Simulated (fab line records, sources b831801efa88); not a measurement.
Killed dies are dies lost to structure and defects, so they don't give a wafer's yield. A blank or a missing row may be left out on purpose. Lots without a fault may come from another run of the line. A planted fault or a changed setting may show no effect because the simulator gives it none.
fab line records | flow sky130
record lots=5 wafers=14 last_day=50
route steps=708 shown SD_P@359 RES_XHIGH@360 SALICIDE@361 LI_CONTACT@362
lots that met no fault: from a run of the same line without faults
start_h: hours from the record's first day to the start of the lot's first wafer shown | wait_h: hours since the lot's step before | " the same as in the row above | L1.1+2: a row that stands for several wafers | - no value, or no start given | * or withheld: withheld | < > ~ a bound
route shown NAME@n: a module of which the file shows steps, and the number in the route of the first | usual: mean/standard deviation of fault-free wafers | same: alike in all rows | chamber/n: place in a boat | sites: the reading at each site | _std_site: their standard deviation | _edge_site: outer sites' mean less inner sites' | radius_mm: how far each site lies from the wafer's centre | mask NAME#n: copy n | behind: the tool/chamber that last shaped the wafer | hold: why the lot was held/for how many hours/how that ended | device: the transistor (n, p or np) that didn't switch | end of line: the same wafers' tests at the end of the route | a step without rows: its recipe alone | killed: dies lost to structure and defects at the first sort, not the wafer's yield | map: a wafer's dies, x killed, . not, _ none there
set.NAME: the setting as run; set.NAME@STEP: as run at that earlier step | model.NAME: the simulator's own value behind a step, which no gauge read
lots at some steps of the route; a table a step, a row a wafer
services: from which hour (start_h, from the record's first day; less than 0 if before it) a tool's chamber was out of use, for how many hours, and why
## steps
# step SKY_SD_N_RS_MEAS_17
# recipe thk_meas_gauge=four-point-probe
# usual SD_P_RS=147.1/0.44
# columns lot.wafer tool chamber start_h wait_h SD_P_RS[ohm/sq]
L411.1 film_metro-01 - 661.67 0.1 146.7
L411.2 " - " " 146.5
L411.3 " - " " 146.9
L420.1 film_metro-04 - 749.68 0.1 146.7
L420.6 " - " " 146.7
L427.1 film_metro-01 - 805.54 0.1 147.1
L427.3 " - " " 147.4
L427.5 " - " " 147.6
L428.2 film_metro-01 - 811.70 0.1 146.5
L428.4 " - " " 146.5
L428.6 " - " " 146.4
L431.2 film_metro-01 - 822.64 0.1 147.3
L431.4 " - " " 146.6
L431.5 " - " " 147.2
# step SKY_SD_N_RS_MEAS_18
# recipe thk_meas_gauge=four-point-probe
# usual RES_XHIGH_RS=333.3/1.4
# columns lot.wafer tool chamber start_h wait_h RES_XHIGH_RS[ohm/sq]
L411.1 film_metro-01 - 661.79 0.1 333.4
L411.2 " - " " 333.6
L411.3 " - " " 332.4
L420.1 film_metro-04 - 749.80 0.1 335.6
L420.6 " - " " 334.2
L427.1 film_metro-01 - 805.66 0.1 330.0
L427.3 " - " " 330.9
L427.5 " - " " 331.1
L428.2 film_metro-01 - 811.82 0.1 333.1
L428.4 " - " " 331.9
L428.6 " - " " 333.8
L431.2 film_metro-01 - 822.76 0.1 333.3
L431.4 " - " " 333.1
L431.5 " - " " 332.6
# step SKY_SALICIDE_CLEAN_00
# recipe chemistry=HF-last time_s=30 dilution=100:1 dry=ipa_marangoni
# step SKY_LI_CONTACT_HDPCVD_00
# recipe material=PSG target_thk_nm=930 sigma_open_frac=0.3 time_s=155 temp_c=600 sih4_flow_sccm=60 pressure_mtorr=6
# step SKY_LI_CONTACT_THK_MEAS_01
# recipe reads=PSG_of_LI_CONTACT_HDPCVD_00
# usual LI_CONTACT_HDPCVD_THK=929/8.3
# columns lot.wafer tool chamber start_h wait_h LI_CONTACT_HDPCVD_THK[nm]
L411.1 film_metro-02 - 662.03 0.1 924
L411.2 " - " " 932
L411.3 " - " " 920
L420.1 film_metro-01 - 750.04 0.1 928
L420.6 " - " " 919
L427.1 film_metro-02 - 805.98 0.1 921
L427.3 " - " " 940
L427.5 " - " " 932
L428.2 film_metro-04 - 812.10 0.1 921
L428.4 " - " " 929
L428.6 " - " " 930
L431.2 film_metro-04 - 823.04 0.1 928
L431.4 " - " " 920
L431.5 " - " " 933
# step SKY_LI_CONTACT_CMP_02
# recipe material=PSG down_force_psi=4 platen_rpm=60 pad_velocity_m_s=0.94248
# usual motor_current_A=11.8/1.4 slurry_filter_dp_kPa=13.51/0.13 time_to_endpoint_s=31.7/1.7
# columns lot.wafer tool chamber start_h wait_h motor_current_A slurry_filter_dp_kPa time_to_endpoint_s
L411.1 cmp-02 0 662.14 0.1 12.0 13.67 30.8
L411.3 " 1 " " 13.9 13.51 30.2
L411.2 " 2 " " 12.6 13.44 32.0
L420.1 cmp-01 3 750.10 0.1 11.8 13.33 32.5
L420.6 " 3 " " 12.1 13.43 31.2
L427.1 cmp-01 2 806.14 0.1 10.2 13.61 33.4
L427.3 " 3 " " 12.0 13.43 35.0
L427.5 " 0 " " 10.1 13.49 34.8
L428.4 cmp-02 1 812.43 0.3 14.3 13.66 33.3
L428.2 " 2 " " 12.2 13.32 31.0
L428.6 " 1 " " 14.2 13.52 33.4
L431.4 cmp-02 1 823.09 0.0 14.3 13.30 28.1
L431.2 " 3 " " 10.0 13.76 29.3
L431.5 " 1 " " 14.2 13.18 29.1
# step SKY_LI_CONTACT_BOW_MEAS_03
# recipe mode=bow
# usual LI_CONTACT_BOW=55/6.3
# columns lot.wafer tool chamber start_h wait_h LI_CONTACT_BOW[um]
L411.1 film_metro-01 - 662.39 0.2 49
L411.2 " - " " 53
L411.3 " - " " 66
L420.1 film_metro-04 - 750.40 0.2 53
L420.6 " - " " 53
L427.1 film_metro-04 - 806.34 0.1 54
L427.3 " - " " 57
L427.5 " - " " 54
L428.2 film_metro-02 - 812.75 0.2 46
L428.4 " - " " 55
L428.6 " - " " 58
L431.2 film_metro-01 - 823.41 0.2 48
L431.4 " - " " 52
L431.5 " - " " 64
# step SKY_LI_CONTACT_DEHYDRATE_04
# recipe temp_c=200 time_s=60
# step SKY_LI_CONTACT_HMDS_05
# recipe prime_time_s=60 prime_temp_c=120
# step SKY_LI_CONTACT_COAT_06
# recipe resist=BARC temp_c=withheld time_s=withheld spin_rpm=3000 resist_thk_nm=60
# step SKY_LI_CONTACT_COAT_07
# recipe resist=KrF-thick spin_rpm=3000 resist_thk_nm=450
# step SKY_LI_CONTACT_SOFTBAKE_08
# recipe temp_c=100 time_s=90 resist=KrF-thick
# step SKY_LI_CONTACT_EXPOSE_09
# recipe mask_id=LICM1 na=0.8 source_shape=annular sigma_inner=0.55 sigma_outer=0.85 target_cd_nm=170 dose_mj=38
# usual stage_vel_mm_s=499.99/0.26
# same na=0.8
# columns lot.wafer tool chamber start_h wait_h mask stage_vel_mm_s
L411.1 krf_scanner-02 0 677.35 - LICM1#0 499.82
L411.2 " 0 " " LICM1#0 499.97
L411.3 " 0 " " LICM1#0 500.48
L420.1 krf_scanner-02 0 764.51 - LICM1#0 499.56
L420.6 " 0 " " LICM1#0 499.98
L427.1 krf_scanner-02 0 819.91 - LICM1#0 499.86
L427.3 " 0 " " LICM1#0 499.78
L427.5 " 0 " " LICM1#0 500.23
L428.2 krf_scanner-01 0 826.48 - LICM1#0 500.30
L428.4 " 0 " " LICM1#0 500.16
L428.6 " 0 " " LICM1#0 500.36
L431.2 krf_scanner-02 0 836.55 - LICM1#0 499.97
L431.4 " 0 " " LICM1#0 499.94
L431.5 " 0 " " LICM1#0 499.62
# step SKY_LI_CONTACT_PEB_10
# recipe peb_temp_c=withheld peb_time_s=withheld resist=KrF-thick
# step SKY_LI_CONTACT_DEVELOP_11
# recipe develop_time_s=60 resist=KrF-thick dev_temp_c=21
# step SKY_LI_CONTACT_CD_MEAS_12
# recipe target_cd_nm=170
# usual cd_nm=170.0/1.1
# columns lot.wafer tool chamber start_h wait_h cd_nm
L411.1 cd_sem-01 - 690.36 - 168.3
L411.2 " - " " 170.1
L411.3 " - " " 170.2
L420.1 cd_sem-01 - 777.21 - 166.7
L420.6 " - " " 171.4
L427.1 cd_sem-01 - 832.94 - 171.2
L427.3 " - " " 169.7
L427.5 " - " " 170.1
L428.2 cd_sem-01 - 839.18 - 171.4
L428.4 " - " " 170.7
L428.6 " - " " 172.7
L431.2 cd_sem-02 - 848.58 - 170.7
L431.4 " - " " 171.6
L431.5 " - " " 171.3
# step SKY_LI_CONTACT_OVL_MEAS_13
# usual LI_CONTACT_OVL=-5/4.5
# columns lot.wafer tool chamber start_h wait_h LI_CONTACT_OVL[nm]
L411.1 overlay-01 - 690.48 0.1 -5
L411.2 " - " " -7
L411.3 " - " " -8
L420.1 overlay-01 - 777.33 0.1 -3
L420.6 " - " " -4
L427.1 overlay-01 - 833.06 0.1 -11
L427.3 " - " " -13
L427.5 " - " " -7
L428.2 overlay-01 - 839.28 0.1 -11
L428.4 " - " " -7
L428.6 " - " " -9
L431.2 overlay-01 - 848.68 0.1 -9
L431.4 " - " " -6
L431.5 " - " " -6
# step SKY_LI_CONTACT_ETCH_14
# recipe chemistry=N2/H2 target=BARC ion_energy_ev=200 source_w=500 bias_w=100 pressure_mtorr=30 n2_flow_sccm=100 h2_flow_sccm=200 stop_on=SiO2 time_s=45.9 target_depth_a=600
# usual drypump_motor_current_A=5.8/0.37 oes_product_au=0.855/0.0045 throttle_valve_pct=13.226/0.0087
# columns lot.wafer tool chamber start_h wait_h drypump_motor_current_A oes_product_au rf_hours_counter_h throttle_valve_pct model.LI_CONTACT.cd_nm
L411.1 rie_diel-02 2 690.51 0.0 5.0 0.852 4 13.232 169.1
L411.2 " 3 " " 6.1 0.855 3 13.211 170.5
L411.3 " 1 " " 5.3 0.853 3 13.224 170.4
L420.1 rie_diel-01 3 777.36 0.0 6.3 0.858 7 13.232 166.7
L420.6 " 2 " " 5.4 0.858 - 13.230 171
L427.1 rie_diel-01 0 833.09 0.0 6.2 0.852 11 13.216 171.7
L427.3 " 2 " " 5.4 0.854 2 13.229 170
L427.5 " 3 " " 6.3 0.853 - 13.220 170.5
L428.2 rie_diel-04 2 839.31 0.0 5.9 0.853 5 13.225 171.3
L428.4 " 1 " " 5.9 0.853 11 13.235 170.7
L428.6 " 3 " " 6.1 0.854 - 13.228 171.7
L431.2 rie_diel-01 0 848.71 0.0 6.3 0.853 12 13.236 171.1
L431.4 " 3 " " 6.3 0.851 - 13.214 171.5
L431.5 " 1 " " 5.3 0.858 - 13.223 171.2
# step SKY_LI_CONTACT_ETCH_15
# recipe target=PSG chemistry=C4F8/O2/Ar stop_on=Si taper_deg=4.15 mask_material=KrF-thick source_w=1500 bias_w=1200 pressure_mtorr=40 c4f8_flow_sccm=withheld O2_flow_sccm=6 Ar_flow_sccm=300 time_s=withheld target_depth_a=6000
# usual oes_product_au=0.837/0.0048
# columns lot.wafer tool chamber start_h wait_h oes_product_au model.LI_CONTACT.cd_nm
L411.1 rie_diel-02 2 690.55 0.0 0.835 170
L411.2 " 3 " " 0.835 171.1
L411.3 " 1 " " 0.841 170.7
L420.1 rie_diel-01 3 777.40 0.0 0.845 167.2
L420.6 " 2 " " 0.839 171.1
L427.1 rie_diel-01 0 833.14 0.0 0.838 172.2
L427.3 " 2 " " 0.836 169.7
L427.5 " 3 " " 0.831 170.3
L428.2 rie_diel-04 2 839.36 0.0 0.834 171.5
L428.4 " 1 " " 0.841 170.8
L428.6 " 3 " " 0.832 171.7
L431.2 rie_diel-01 0 848.76 0.0 0.827 171.1
L431.4 " 3 " " 0.839 171.8
L431.5 " 1 " " 0.842 171.2
# step SKY_LI_CONTACT_STRIP_16
# recipe chemistry=O2/N2 power_w=1400 pressure_mtorr=1500 platen_temp_c=withheld o2_flow_sccm=3000 n2_flow_sccm=300 overash_fraction=0.5
# usual drypump_motor_current_A=5.7/0.34 oes_product_au=0.376/0.0048 strip_time_to_endpoint_s=3.505/0.029
# columns lot.wafer tool chamber start_h wait_h drypump_motor_current_A oes_product_au rf_hours_counter_h strip_time_to_endpoint_s
L411.1 plasma_asher-04 1 690.64 - 6.2 0.376 57 3.466
L411.2 " 0 " " 5.8 0.373 57 3.519
L411.3 " 0 " " 5.8 0.373 - 3.529
L420.1 plasma_asher-03 1 777.49 - 5.5 0.374 4 3.494
L420.6 " 1 " " 5.4 0.376 - 3.510
L427.1 plasma_asher-02 0 833.22 - 5.9 0.376 41 3.487
L427.3 " 1 " " 5.1 0.383 - 3.492
L427.5 " 0 " " 5.9 0.380 - 3.476
L428.2 plasma_asher-04 0 839.44 - 5.8 0.370 70 3.481
L428.4 " 0 " " 5.8 0.382 - 3.478
L428.6 " 0 " " 5.8 0.373 - 3.496
L431.2 plasma_asher-02 1 848.84 - 5.1 0.372 42 3.442
L431.4 " 0 " " 5.9 0.367 - 3.480
L431.5 " 0 " " 5.9 0.380 - 3.481
## services
# columns tool chamber start_h hours kind
plasma_asher-04 - 648.97 0.6 repair
rie_diel-01 1 653.07 23.7 repair
rie_diel-01 - 668.40 15.6 pm
rie_diel-04 - 704.32 1.8 repair
krf_scanner-02 - 710.66 0.8 pm
rie_diel-01 - 717.63 0.6 repair
cmp-02 - 719.51 1.4 repair
cmp-01 - 720.34 2.0 repair
rie_diel-04 1 725.24 15.6 repair
rie_diel-04 2 730.34 5.1 repair
cmp-02 - 744.00 4.0 pm
cmp-01 - 755.54 0.9 repair
cmp-01 - 757.74 6.1 pm
rie_diel-02 0 765.48 2.8 repair
plasma_asher-04 - 770.17 4.3 pm
krf_scanner-02 - 772.64 2.7 repair
plasma_asher-04 - 774.50 14.6 pm
rie_diel-02 1 783.88 1.9 repair
krf_scanner-02 - 785.72 1.3 pm
rie_diel-01 1 785.91 9.8 repair
cmp-01 - 786.57 1.2 repair
krf_scanner-02 - 805.40 1.0 pm
cmp-01 - 812.01 6.3 repair
rie_diel-01 2 845.22 5.1 repair
## key
first_sign none at tools or gauges
model_effect step=SKY_LI_CONTACT_ETCH_14 value=LI_CONTACT.cd_nm without=170.2 struck=166.7
model_effect step=SKY_LI_CONTACT_ETCH_15 value=LI_CONTACT.cd_nm without=170.7 struck=167.2
met_at SKY_LI_CONTACT_EXPOSE_09
struck_wafers L420.1
tester_left_out L420
onset_between 677.35 764.51
fault kind=process_parameter_drift tool=krf_scanner-02 chamber=- onset_h=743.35 steps=SKY_LI_CONTACT_EXPOSE_09 channel=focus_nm offset=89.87 shape=step end_h=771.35 scope=struck_wafers_only
# tester_left_out: of these lots the tester's yield and bins aren't shown, on N5 and GAA mostly nor the transistor test; their killed dies are dies lost to structure and defects alone, not to doping, threshold or leakage, so they don't give the yield
